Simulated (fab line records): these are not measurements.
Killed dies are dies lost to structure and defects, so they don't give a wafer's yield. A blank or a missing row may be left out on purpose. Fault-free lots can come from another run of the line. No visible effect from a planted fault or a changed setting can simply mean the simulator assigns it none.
fab line records    flow sky130
record lots=11  wafers=33  last_day=50
route steps=708 shown POLY_GATE@228 VIA2@521 CAPM@537 METAL3@564 PAD_OPEN@708
lots that met no fault: from a run of the same line without faults
start_h: start of the lot's first displayed wafer, in hours after the record's first day    wait_h: hours elapsed since this lot's preceding step    " the same as in the row above    L1.1+2: a single row standing in for several wafers    - no value, or no start given    * or withheld: withheld    < > ~ a bound
route shown NAME@n: a module of which the file shows steps, and the number in the route of the first    usual: mean/standard deviation taken from wafers without a fault    same: alike in all rows    chamber/n: place in a boat    sites: readings site by site    _std_site: the standard deviation of these    _edge_site: the outer-site mean with the inner-site mean subtracted    radius_mm: how far each site lies from the wafer's centre    mask NAME#n: copy n    behind: the last tool/chamber to shape the wafer    hold: why the lot was held/for how many hours/how that ended    device: whichever transistor did not switch (one of n, p or np)    end of line: at the end of the route, the tests of the same wafers    step lacking rows: just its recipe    killed: count of dies lost to structure and defects at first sort (not the wafer's yield)    map: per-die view of a wafer (x killed, . not killed, _ where there is no die)
set.NAME: setting as actually run; set.NAME@STEP: the setting as run at that earlier step    model.NAME: the simulator's own value behind a step, which no gauge read
one table for each step of the route and one row for each wafer, over a sample of lots
services: from which hour (start_h, from the record's first day; less than 0 if before it) a tool's chamber was out of use, for how many hours, and why
## steps
# step SKY_POLY_GATE_OVL_MEAS_14
# usual POLY_GATE_OVL=6/5.6
lot.wafer  tool        chamber  start_h  wait_h  POLY_GATE_OVL[nm]
L271.1     overlay-02  -        370.95   0.1     4
L271.3     "           -        "        "       6
L271.5     "           -        "        "       5
L272.2     overlay-02  -        377.90   0.1     5
L272.3     "           -        "        "       2
L272.5     "           -        "        "       -6
L273.1     overlay-01  -        385.49   0.1     7
L273.3     "           -        "        "       19
L273.5     "           -        "        "       16
L275.2     overlay-01  -        407.56   0.1     7
L275.4     "           -        "        "       7
L275.6     "           -        "        "       4
L279.1     overlay-01  -        437.60   0.1     10
L279.3     "           -        "        "       -1
L279.6     "           -        "        "       3
L281.1     overlay-01  -        454.68   0.1     6
L281.2     "           -        "        "       5
L281.6     "           -        "        "       6
L282.2     overlay-01  -        468.36   0.1     4
L282.3     "           -        "        "       -1
L282.5     "           -        "        "       -5
L286.1     overlay-01  -        509.59   0.1     13
L286.2     "           -        "        "       7
L286.4     "           -        "        "       6
L288.1     overlay-01  -        526.53   0.1     5
L288.2     "           -        "        "       2
L288.3     "           -        "        "       11
L289.2     overlay-02  -        539.06   0.1     9
L289.3     "           -        "        "       4
L289.4     "           -        "        "       13
L294.4     overlay-02  -        569.26   0.1     8
L294.5     "           -        "        "       6
L294.6     "           -        "        "       12
# step SKY_VIA2_ETCH_14
# recipe chemistry=N2/H2  target=BARC  ion_energy_ev=200  source_w=500  bias_w=100  pressure_mtorr=30  n2_flow_sccm=100  h2_flow_sccm=200  stop_on=SiO2  time_s=45.9  target_depth_a=600
# usual drypump_motor_current_A=5.7/0.35  n2_flow_sccm=100.0/0.31  oes_product_au=0.855/0.0047  throttle_valve_pct=13.224/0.0092
lot.wafer  tool         chamber  start_h  wait_h  drypump_motor_current_A  n2_flow_sccm  oes_product_au  rf_hours_counter_h  throttle_valve_pct
L271.1     rie_diel-01  3        847.39   0.0     5.3                      99.9          0.845           16                  13.219
L271.3     "            1        "        "       5.8                      100.0         0.855           8                   13.221
L271.5     "            3        "        "       5.3                      100.1         0.856           -                   13.225
L272.2     rie_diel-01  0        852.04   0.0     5.5                      100.1         0.859           14                  13.233
L272.3     "            3        "        "       5.3                      99.7          0.859           17                  13.230
L272.5     "            1        "        "       5.9                      100.1         0.850           -                   13.231
L273.1     rie_diel-01  3        859.63   0.0     5.3                      100.3         0.858           17                  13.220
L273.3     "            1        "        "       5.9                      100.2         0.854           8                   13.230
L273.5     "            3        "        "       5.3                      100.0         0.856           -                   13.219
L275.2     rie_diel-02  1        883.98   0.0     6.1                      99.8          0.853           12                  13.244
L275.4     "            2        "        "       5.3                      99.9          0.852           9                   13.220
L275.6     "            1        "        "       6.1                      99.7          0.858           -                   13.222
L279.1     rie_diel-02  3        903.52   0.0     5.6                      99.8          0.860           7                   13.235
L279.3     "            1        "        "       6.1                      100.1         0.859           13                  13.234
L279.6     "            1        "        "       6.1                      100.4         0.858           -                   13.238
L281.1     rie_diel-04  3        920.74   0.0     5.9                      99.9          0.859           22                  13.225
L281.2     "            1        "        "       5.2                      100.4         0.856           24                  13.220
L281.6     "            2        "        "       6.4                      99.8          0.851           -                   13.232
L282.2     rie_diel-04  3        929.17   0.0     5.9                      100.3         0.859           23                  13.222
L282.3     "            2        "        "       6.4                      100.8         0.858           27                  13.224
L282.5     "            2        "        "       6.4                      100.2         0.864           -                   13.206
L286.1     rie_diel-01  3        959.93   0.0     5.3                      99.8          0.860           21                  13.222
L286.2     "            0        "        "       5.5                      100.3         0.862           19                  13.217
L286.4     "            2        "        "       5.9                      99.8          0.852           2                   13.218
L288.1     rie_diel-02  0        974.14   0.0     5.4                      100.2         0.859           12                  13.241
L288.2     "            1        "        "       6.1                      99.9          0.854           15                  13.223
L288.3     "            2        "        "       5.3                      99.9          0.864           12                  13.244
L289.2     rie_diel-01  1        985.79   0.0     5.9                      100.0         0.850           12                  13.216
L289.3     "            2        "        "       5.9                      100.5         0.846           3                   13.223
L289.4     "            0        "        "       5.5                      99.3          0.851           19                  13.220
L294.4     rie_diel-01  2        1012.60  0.0     5.9                      100.4         0.853           -                   13.227
L294.5     "            3        "        "       5.3                      100.2         0.846           -                   13.232
L294.6     "            1        "        "       5.8                      100.0         0.853           -                   13.216
# step SKY_CAPM_CVD_00
# recipe material=SiO2  target_thk_nm=15.5  temp_c=400  time_s=withheld  rf_w=450
# usual heater_power_w=727/97
lot.wafer  tool      chamber  start_h  wait_h  heater_power_w
L271.1     pecvd-04  0        849.28   0.0     652
L271.3     "         1        "        "       832
L271.5     "         2        "        "       696
L272.2     pecvd-04  2        853.59   0.0     764
L272.3     "         0        "        "       647
L272.5     "         2        "        "       785
L273.1     pecvd-03  2        861.37   0.0     901
L273.3     "         2        "        "       884
L273.5     "         0        "        "       644
L275.2     pecvd-03  1        885.50   0.0     567
L275.4     "         2        "        "       901
L275.6     "         1        "        "       568
L279.1     pecvd-04  1        905.30   0.0     826
L279.3     "         0        "        "       609
L279.6     "         1        "        "       825
L281.1     pecvd-03  2        922.35   0.0     818
L281.2     "         1        "        "       663
L281.6     "         2        "        "       804
L282.2     pecvd-04  2        930.73   0.0     756
L282.3     "         2        "        "       751
L282.5     "         2        "        "       736
L286.1     pecvd-04  0        961.67   0.0     604
L286.2     "         1        "        "       838
L286.4     "         1        "        "       799
L288.1     pecvd-04  2        975.72   0.0     798
L288.2     "         1        "        "       865
L288.3     "         0        "        "       615
L289.2     pecvd-02  2        987.31   0.0     647
L289.3     "         1        "        "       695
L289.4     "         1        "        "       688
L294.4     pecvd-03  2        1014.15  0.0     862
L294.5     "         0        "        "       675
L294.6     "         1        "        "       587
# step SKY_CAPM_THK_MEAS_01
# recipe reads=SiO2_of_CAPM_CVD_00
# usual CAPM_CVD_00_THK=15.46/0.21
lot.wafer  tool           chamber  start_h  wait_h  CAPM_CVD_00_THK[nm]
L271.1     film_metro-03  -        849.30   -       15.30
L271.3     "              -        "        "       15.31
L271.5     "              -        "        "       15.56
L272.2     film_metro-03  -        853.62   -       15.71
L272.3     "              -        "        "       15.45
L272.5     "              -        "        "       15.95
L273.1     film_metro-02  -        861.40   -       15.33
L273.3     "              -        "        "       15.32
L273.5     "              -        "        "       15.58
L275.2     film_metro-03  -        885.53   -       15.46
L275.4     "              -        "        "       15.66
L275.6     "              -        "        "       15.81
L279.1     film_metro-02  -        905.32   -       15.40
L279.3     "              -        "        "       15.66
L279.6     "              -        "        "       15.72
L281.1     film_metro-03  -        922.37   -       15.02
L281.2     "              -        "        "       15.19
L281.6     "              -        "        "       15.19
L282.2     film_metro-02  -        930.77   -       15.24
L282.3     "              -        "        "       15.72
L282.5     "              -        "        "       15.92
L286.1     film_metro-01  -        961.70   -       7.07
L286.2     "              -        "        "       15.42
L286.4     "              -        "        "       15.60
L288.1     film_metro-01  -        975.74   -       15.49
L288.2     "              -        "        "       15.39
L288.3     "              -        "        "       7.46
L289.2     film_metro-02  -        987.34   -       15.46
L289.3     "              -        "        "       15.65
L289.4     "              -        "        "       15.54
L294.4     film_metro-02  -        1014.19  -       15.66
L294.5     "              -        "        "       15.59
L294.6     "              -        "        "       15.70
# step SKY_METAL3_OVL_MEAS_14
# usual METAL3_OVL=-1/7.2
lot.wafer  tool        chamber  start_h  wait_h  METAL3_OVL[nm]
L271.1     overlay-02  -        901.53   0.1     15
L271.3     "           -        "        "       9
L271.5     "           -        "        "       10
L272.2     overlay-02  -        905.09   0.1     2
L272.3     "           -        "        "       3
L272.5     "           -        "        "       10
L273.1     overlay-01  -        913.04   0.1     -7
L273.3     "           -        "        "       -4
L273.5     "           -        "        "       2
L275.2     overlay-02  -        936.59   0.1     5
L275.4     "           -        "        "       6
L275.6     "           -        "        "       7
L279.1     overlay-02  -        955.83   0.1     -1
L279.3     "           -        "        "       -6
L279.6     "           -        "        "       -2
L281.1     overlay-02  -        971.98   0.1     6
L281.2     "           -        "        "       13
L281.6     "           -        "        "       -2
L282.2     overlay-02  -        980.35   0.1     -1
L282.3     "           -        "        "       -8
L282.5     "           -        "        "       -1
L286.1     overlay-01  -        1010.43  0.1     -9
L286.2     "           -        "        "       -4
L286.4     "           -        "        "       -10
L288.1     overlay-01  -        1023.59  0.1     -8
L288.2     "           -        "        "       -9
L288.3     "           -        "        "       -13
L289.2     overlay-02  -        1034.74  0.1     -2
L289.3     "           -        "        "       -3
L289.4     "           -        "        "       -5
L294.4     overlay-02  -        1059.56  0.1     -4
L294.5     "           -        "        "       -4
L294.6     "           -        "        "       -11
# step SKY_METAL3_ETCH_17
# recipe target=SiO2  stop_on=TiN  chemistry=C4F8/O2/Ar  source_w=1500  bias_w=1200  pressure_mtorr=40  c4f8_flow_sccm=withheld  O2_flow_sccm=6  Ar_flow_sccm=300  time_s=3.9  target_depth_a=150
# usual oes_product_au=0.754/0.0068
lot.wafer  tool         chamber  start_h  wait_h  oes_product_au  rf_hours_counter_h
L271.1     rie_diel-04  3        901.70   0.1     0.752           22
L271.3     "            1        "        "       0.751           24
L271.5     "            3        "        "       0.755           -
L272.2     rie_diel-02  2        905.25   0.1     0.773           10
L272.3     "            0        "        "       0.757           10
L272.5     "            3        "        "       0.765           -
L273.1     rie_diel-03  0        913.21   0.1     0.746           6
L273.3     "            1        "        "       0.752           4
L273.5     "            2        "        "       0.750           -
L275.2     rie_diel-02  1        936.75   0.1     0.757           14
L275.4     "            2        "        "       0.761           11
L275.6     "            3        "        "       0.751           -
L279.1     rie_diel-02  2        956.00   0.1     0.751           11
L279.3     "            0        "        "       0.759           12
L279.6     "            3        "        "       0.758           -
L281.1     rie_diel-03  2        972.15   0.1     0.746           27
L281.2     "            1        "        "       0.753           6
L281.6     "            2        "        "       0.750           -
L282.2     rie_diel-03  1        980.51   0.1     0.748           6
L282.3     "            2        "        "       0.758           27
L282.5     "            2        "        "       0.763           -
L286.1     rie_diel-03  1        1010.60  0.1     0.549           7
L286.2     "            3        "        "       0.749           12
L286.4     "            0        "        "       0.766           8
L288.1     rie_diel-03  0        1023.76  0.1     0.754           9
L288.2     "            1        "        "       0.752           8
L288.3     "            3        "        "       0.556           12
L289.2     rie_diel-02  2        1034.90  0.1     0.755           14
L289.3     "            1        "        "       0.759           17
L289.4     "            0        "        "       0.756           14
L294.4     rie_diel-02  0        1059.71  0.0     0.768           15
L294.5     "            0        "        "       0.757           -
L294.6     "            3        "        "       0.762           -
# step SKY_PAD_OPEN_PROBE_99
# usual defect_limited_yield=82.4/1.9  killed_at_M0_to_M3=44/7.5  killed_at_M4_up=3.2/1.9  killed_at_contacts=23/4.7  killed_at_front_end=15/4.7  killed_at_other=0.4/0.66  killed_dies=87/9.3  killed_open=47/7.2  killed_short=39/6.5
# same gross_dies=492  killed_at_back_side=0
lot.wafer  tool       chamber  start_h  wait_h  defect_limited_yield[%]  killed_at_M0_to_M3  killed_at_M4_up  killed_at_contacts  killed_at_front_end  killed_at_other  killed_dies  killed_open  killed_short
L271.1     prober-02  -        1074.90  0.1     82.5                     38                  3                25                  19                   1                86           46           40
L271.3     prober-02  -        1075.00  0.2     82.1                     47                  3                27                  10                   1                88           55           33
L271.5     prober-02  -        1075.10  0.2     84.1                     43                  0                22                  13                   0                78           37           41
L272.2     prober-01  -        1078.96  0.1     84.3                     32                  8                26                  11                   0                77           49           28
L272.3     prober-01  -        1079.01  0.2     82.9                     36                  2                26                  18                   2                84           43           41
L272.5     prober-01  -        1079.11  0.2     84.1                     34                  2                27                  14                   1                78           49           29
L273.1     prober-02  -        1086.04  0.1     82.9                     48                  2                23                  11                   0                84           44           40
L273.3     prober-02  -        1086.14  0.2     80.3                     47                  1                23                  25                   1                97           55           42
L273.5     prober-02  -        1086.24  0.2     85.0                     36                  5                20                  12                   1                74           42           32
L275.2     prober-02  -        1107.59  0.1     82.1                     50                  1                22                  15                   0                88           45           43
L275.4     prober-02  -        1107.69  0.2     82.7                     52                  3                20                  10                   0                85           47           38
L275.6     prober-02  -        1107.79  0.2     77.8                     55                  3                32                  19                   0                109          59           50
L279.1     prober-02  -        1131.00  0.1     78.9                     55                  2                32                  12                   3                104          60           40
L279.3     prober-02  -        1131.10  0.2     84.6                     42                  3                24                  7                    0                76           35           41
L279.6     prober-02  -        1131.25  0.2     81.3                     47                  5                27                  11                   2                92           47           43
L281.1     prober-02  -        1134.00  0.1     83.9                     40                  2                17                  20                   0                79           40           39
L281.2     prober-02  -        1134.05  0.1     81.3                     51                  1                24                  14                   2                92           49           42
L281.6     prober-02  -        1134.25  0.2     80.9                     54                  3                15                  21                   1                94           51           43
L282.2     prober-01  -        1144.81  0.1     82.3                     51                  1                20                  15                   0                87           52           35
L282.3     prober-01  -        1144.86  0.2     84.3                     39                  1                22                  15                   0                77           40           36
L282.5     prober-01  -        1144.96  0.2     83.1                     33                  3                29                  17                   1                83           40           43
L286.1     prober-01  -        1163.98  0.1     81.9                     46                  2                28                  13                   0                89           49           39
L286.2     prober-01  -        1164.03  0.1     81.1                     50                  5                26                  12                   0                93           41           52
L286.4     prober-01  -        1164.13  0.2     82.1                     48                  3                24                  13                   0                88           49           39
L288.1     prober-02  -        1173.48  0.1     80.1                     41                  4                33                  19                   1                98           53           45
L288.2     prober-02  -        1173.53  0.1     84.8                     34                  3                17                  18                   3                75           38           34
L288.3     prober-02  -        1173.58  0.2     78.5                     47                  4                27                  27                   1                106          68           36
L289.2     prober-02  -        1180.65  0.1     83.5                     44                  5                20                  12                   0                81           49           32
L289.3     prober-02  -        1180.70  0.2     77.6                     53                  1                30                  26                   0                110          59           51
L289.4     prober-02  -        1180.75  0.2     79.7                     46                  4                23                  26                   1                100          52           48
L294.4     prober-02  -        1199.84  0.2     85.2                     36                  2                25                  10                   0                73           44           29
L294.5     prober-02  -        1199.89  0.2     84.8                     38                  5                21                  11                   0                75           43           31
L294.6     prober-02  -        1199.94  0.2     85.8                     38                  3                20                  8                    1                70           40           29
# killed by level:class
L271.1 CONTACT:geometric_particle:open=9 VIA1:geometric_particle:open=8 METAL1:geometric_particle:short=7 POLY_GATE:geometric_particle:open=6 METAL2:geometric_particle:short=5 VIA3:geometric_particle:open=5 LI_CONTACT:geometric_particle:short=4 LI_CONTACT:geometric_particle:open=4
L271.3 CONTACT:geometric_particle:open=12 VIA1:geometric_particle:open=10 LI_CONTACT:geometric_particle:open=9 METAL1:geometric_particle:short=8 VIA1:geometric_particle:short=6 VIA3:geometric_particle:open=5 METAL2:geometric_particle:short=5 METAL1:geometric_particle:open=4
L271.5 METAL1:geometric_particle:short=13 VIA1:geometric_particle:open=7 METAL2:geometric_particle:short=7 CONTACT:geometric_particle:short=5 LI_CONTACT:geometric_particle:open=5 LOCAL_INTERCONNECT:geometric_particle:short=5 CONTACT:geometric_particle:open=5 VIA3:geometric_particle:open=5
L272.2 VIA1:geometric_particle:open=11 CONTACT:geometric_particle:open=9 LI_CONTACT:geometric_particle:open=8 METAL2:geometric_particle:short=6 CONTACT:geometric_particle:short=4 METAL4:geometric_particle:open=4 FIELD_ISO:geometric_particle:short=3 POLY_GATE:geometric_particle:open=3
L272.3 CONTACT:geometric_particle:open=10 VIA1:geometric_particle:open=9 CONTACT:geometric_particle:short=6 VIA2:geometric_particle:open=6 FIELD_ISO:geometric_particle:open=4 FIELD_ISO:geometric_particle:short=4 POLY_GATE:geometric_particle:open=4 LI_CONTACT:geometric_particle:open=4
L272.5 CONTACT:geometric_particle:open=12 VIA1:geometric_particle:open=8 LI_CONTACT:geometric_particle:open=7 FIELD_ISO:geometric_particle:open=5 VIA3:geometric_particle:open=5 CONTACT:geometric_particle:short=4 METAL2:geometric_particle:short=4 VIA2:geometric_particle:short=4
L273.1 METAL1:geometric_particle:short=8 CONTACT:geometric_particle:short=8 VIA1:geometric_particle:open=8 LI_CONTACT:geometric_particle:open=6 METAL3:geometric_particle:short=6 CONTACT:geometric_particle:open=6 VIA2:geometric_particle:short=5 VIA3:geometric_particle:open=5
L273.3 METAL1:geometric_particle:short=9 VIA2:geometric_particle:open=8 LI_CONTACT:geometric_particle:open=8 VIA1:geometric_particle:open=8 FIELD_ISO:geometric_particle:open=6 VIA3:geometric_particle:open=6 POLY_GATE:geometric_particle:open=5 CONTACT:geometric_particle:open=5
L273.5 VIA2:geometric_particle:open=10 CONTACT:geometric_particle:open=7 METAL2:geometric_particle:short=6 METAL1:geometric_particle:short=4 LI_CONTACT:geometric_particle:open=4 CONTACT:geometric_particle:short=4 VIA1:geometric_particle:short=4 VIA1:geometric_particle:open=4
L275.2 VIA3:geometric_particle:open=13 METAL2:geometric_particle:short=11 CONTACT:geometric_particle:open=8 VIA1:geometric_particle:open=8 LI_CONTACT:geometric_particle:open=5 CONTACT:geometric_particle:short=5 METAL1:geometric_particle:short=5 VIA1:geometric_particle:short=4
L275.4 VIA1:geometric_particle:open=14 CONTACT:geometric_particle:open=8 VIA1:geometric_particle:short=8 METAL2:geometric_particle:short=8 VIA2:geometric_particle:open=6 VIA3:geometric_particle:open=5 LI_CONTACT:geometric_particle:open=4 CONTACT:geometric_particle:short=4
L275.6 CONTACT:geometric_particle:open=15 VIA1:geometric_particle:open=12 METAL2:geometric_particle:short=10 VIA1:geometric_particle:short=8 VIA3:geometric_particle:open=7 POLY_GATE:geometric_particle:open=6 LI_CONTACT:geometric_particle:open=5 METAL1:geometric_particle:short=5
L279.1 VIA1:geometric_particle:open=15 CONTACT:geometric_particle:open=10 LI_CONTACT:geometric_particle:open=8 VIA3:geometric_particle:open=8 CONTACT:geometric_particle:short=8 VIA2:geometric_particle:open=8 METAL1:geometric_particle:short=5 METAL2:geometric_particle:short=5
L279.3 VIA1:geometric_particle:open=10 LI_CONTACT:geometric_particle:open=8 VIA1:geometric_particle:short=7 CONTACT:geometric_particle:open=6 METAL3:geometric_particle:short=5 CONTACT:geometric_particle:short=4 FIELD_ISO:geometric_particle:short=3 LI_CONTACT:geometric_particle:short=3
L279.6 VIA1:geometric_particle:open=13 LI_CONTACT:geometric_particle:open=9 CONTACT:geometric_particle:short=6 VIA3:geometric_particle:open=6 VIA2:geometric_particle:open=5 LI_CONTACT:geometric_particle:short=5 CONTACT:geometric_particle:open=5 METAL2:geometric_particle:short=5
L281.1 VIA3:geometric_particle:open=9 VIA2:geometric_particle:open=8 CONTACT:geometric_particle:open=7 VIA1:geometric_particle:short=7 FIELD_ISO:geometric_particle:open=5 FIELD_ISO:geometric_particle:short=5 POLY_GATE:geometric_particle:short=4 METAL1:geometric_particle:short=4
L281.2 VIA1:geometric_particle:open=14 METAL1:geometric_particle:short=10 LI_CONTACT:geometric_particle:open=8 VIA3:geometric_particle:open=7 VIA2:geometric_particle:short=7 CONTACT:geometric_particle:open=6 VIA1:geometric_particle:short=6 VIA2:geometric_particle:open=5
L281.6 VIA1:geometric_particle:open=11 VIA2:geometric_particle:open=11 VIA1:geometric_particle:short=10 CONTACT:geometric_particle:open=8 FIELD_ISO:geometric_particle:short=6 VIA3:geometric_particle:open=6 POLY_GATE:geometric_particle:short=6 LI_CONTACT:geometric_particle:open=6
L282.2 VIA2:geometric_particle:open=13 VIA1:geometric_particle:open=9 METAL1:geometric_particle:short=7 CONTACT:geometric_particle:open=7 LI_CONTACT:geometric_particle:open=6 VIA3:geometric_particle:open=6 FIELD_ISO:geometric_particle:short=5 FIELD_ISO:geometric_particle:open=4
L282.3 LI_CONTACT:geometric_particle:open=8 METAL2:geometric_particle:short=8 METAL1:geometric_particle:short=6 VIA1:geometric_particle:open=6 POLY_GATE:geometric_particle:open=5 CONTACT:geometric_particle:open=5 VIA2:geometric_particle:open=5 FIELD_ISO:geometric_particle:open=3
L282.5 CONTACT:geometric_particle:open=12 CONTACT:geometric_particle:short=10 METAL2:geometric_particle:short=9 VIA1:geometric_particle:open=7 FIELD_ISO:geometric_particle:short=5 VIA2:geometric_particle:open=5 POLY_GATE:geometric_particle:open=4 METAL1:geometric_particle:short=4
L286.1 VIA1:geometric_particle:open=15 METAL2:geometric_particle:short=9 LI_CONTACT:geometric_particle:open=7 CONTACT:geometric_particle:short=7 CONTACT:geometric_particle:open=6 VIA1:geometric_particle:short=6 FIELD_ISO:geometric_particle:open=5 VIA2:geometric_particle:open=5
L286.2 VIA1:geometric_particle:open=13 CONTACT:geometric_particle:open=8 VIA2:geometric_particle:open=7 LI_CONTACT:geometric_particle:short=6 VIA3:geometric_particle:short=6 METAL4:geometric_particle:short=5 LOCAL_INTERCONNECT:geometric_particle:short=5 METAL2:geometric_particle:short=5
L286.4 VIA1:geometric_particle:open=11 VIA3:geometric_particle:open=8 CONTACT:geometric_particle:open=7 LOCAL_INTERCONNECT:geometric_particle:short=6 VIA2:geometric_particle:open=6 VIA3:geometric_particle:short=5 FIELD_ISO:geometric_particle:short=4 LI_CONTACT:geometric_particle:open=4
L288.1 CONTACT:geometric_particle:open=10 LI_CONTACT:geometric_particle:open=9 VIA3:geometric_particle:open=9 LI_CONTACT:geometric_particle:short=6 CONTACT:geometric_particle:short=6 METAL2:geometric_particle:short=6 VIA2:geometric_particle:open=6 POLY_GATE:geometric_particle:open=5
L288.2 FIELD_ISO:geometric_particle:short=7 FIELD_ISO:geometric_particle:open=7 LI_CONTACT:geometric_particle:open=6 VIA2:geometric_particle:open=6 CONTACT:geometric_particle:open=5 METAL2:geometric_particle:short=5 METAL1:geometric_particle:short=4 VIA3:geometric_particle:short=4
L288.3 VIA3:geometric_particle:open=11 CONTACT:geometric_particle:open=10 LI_CONTACT:geometric_particle:open=9 VIA2:geometric_particle:open=9 METAL1:geometric_particle:short=8 FIELD_ISO:geometric_particle:open=7 VIA1:geometric_particle:open=7 POLY_GATE:geometric_particle:open=5
L289.2 VIA1:geometric_particle:open=11 VIA2:geometric_particle:open=9 METAL3:geometric_particle:short=8 CONTACT:geometric_particle:open=7 VIA3:geometric_particle:open=6 LI_CONTACT:geometric_particle:open=5 POLY_GATE:geometric_particle:open=4 POLY_GATE:geometric_particle:short=3
L289.3 VIA1:geometric_particle:open=15 FIELD_ISO:geometric_particle:short=11 VIA3:geometric_particle:open=11 LI_CONTACT:geometric_particle:open=10 LOCAL_INTERCONNECT:geometric_particle:short=7 POLY_GATE:geometric_particle:short=6 CONTACT:geometric_particle:open=5 VIA1:geometric_particle:short=5
L289.4 VIA3:geometric_particle:open=11 CONTACT:geometric_particle:open=8 POLY_GATE:geometric_particle:open=6 LI_CONTACT:geometric_particle:open=6 METAL1:geometric_particle:short=6 VIA1:geometric_particle:open=6 POLY_GATE:geometric_particle:short=5 LOCAL_INTERCONNECT:geometric_particle:short=5
L294.4 CONTACT:geometric_particle:open=14 VIA1:geometric_particle:open=9 METAL2:geometric_particle:short=7 LI_CONTACT:geometric_particle:open=5 FIELD_ISO:geometric_particle:open=4 VIA1:geometric_particle:short=4 CONTACT:geometric_particle:short=4 VIA2:geometric_particle:short=4
L294.5 VIA1:geometric_particle:open=13 CONTACT:geometric_particle:open=8 VIA3:geometric_particle:open=7 METAL2:geometric_particle:short=7 VIA1:geometric_particle:short=5 FIELD_ISO:geometric_particle:short=4 LI_CONTACT:geometric_particle:open=3 LOCAL_INTERCONNECT:geometric_particle:open=3
L294.6 VIA3:geometric_particle:open=10 VIA1:geometric_particle:open=9 CONTACT:geometric_particle:open=8 METAL3:geometric_particle:short=4 LI_CONTACT:geometric_particle:short=4 METAL4:geometric_particle:short=3 FIELD_ISO:geometric_particle:open=3 LI_CONTACT:geometric_particle:open=3
## services
tool         chamber  start_h  hours  kind
rie_diel-04  1        828.45   9.7    repair
rie_diel-04  3        836.02   1.4    repair
rie_diel-03  3        855.48   132.0  repair
rie_diel-01  1        872.11   2.4    repair
pecvd-04     2        883.18   16.8   repair
pecvd-03     1        906.06   6.5    repair
pecvd-04     -        928.65   1.3    repair
rie_diel-01  2        930.93   3.9    repair
pecvd-04     2        949.50   17.2   repair
rie_diel-02  0        961.49   5.7    repair
rie_diel-04  0        969.95   19.9   repair
pecvd-03     -        992.17   3.2    repair
pecvd-04     1        994.13   6.8    repair
rie_diel-04  2        994.33   8.7    repair
rie_diel-04  -        994.80   0.5    repair
rie_diel-01  0        1008.08  9.8    repair
rie_diel-01  1        1009.95  2.3    repair
rie_diel-03  2        1016.45  8.3    repair
rie_diel-02  2        1020.36  8.5    repair
rie_diel-01  2        1038.91  6.5    repair
pecvd-04     -        1041.59  0.6    repair
pecvd-04     0        1045.37  6.2    repair
rie_diel-02  -        1046.35  0.5    repair
rie_diel-03  2        1051.03  5.0    repair
## key
first_sign step=SKY_CAPM_THK_MEAS_01  reading=CAPM_CVD_00_THK  direction=down  sigmas=40  usual=15.46  struck=7.26
effect step=SKY_METAL3_ETCH_17  reading=oes_product_au  direction=down  sigmas=30  usual=0.754  struck=0.553
met_at SKY_CAPM_CVD_00
struck_lots L286,L288
struck_wafers L286.1,L288.3
not_acting_at SKY_POLY_GATE_OVL_MEAS_14,SKY_VIA2_ETCH_14,SKY_METAL3_OVL_MEAS_14
onset_between 905.30 961.67
fault kind=process_parameter_drift  tool=pecvd-04  chamber=0  onset_h=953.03  steps=SKY_CAPM_CVD_00  channel=target_thk_nm  offset=-8.3266  shape=step  end_h=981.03  acts_in=these_recipes_only  stated=15.5
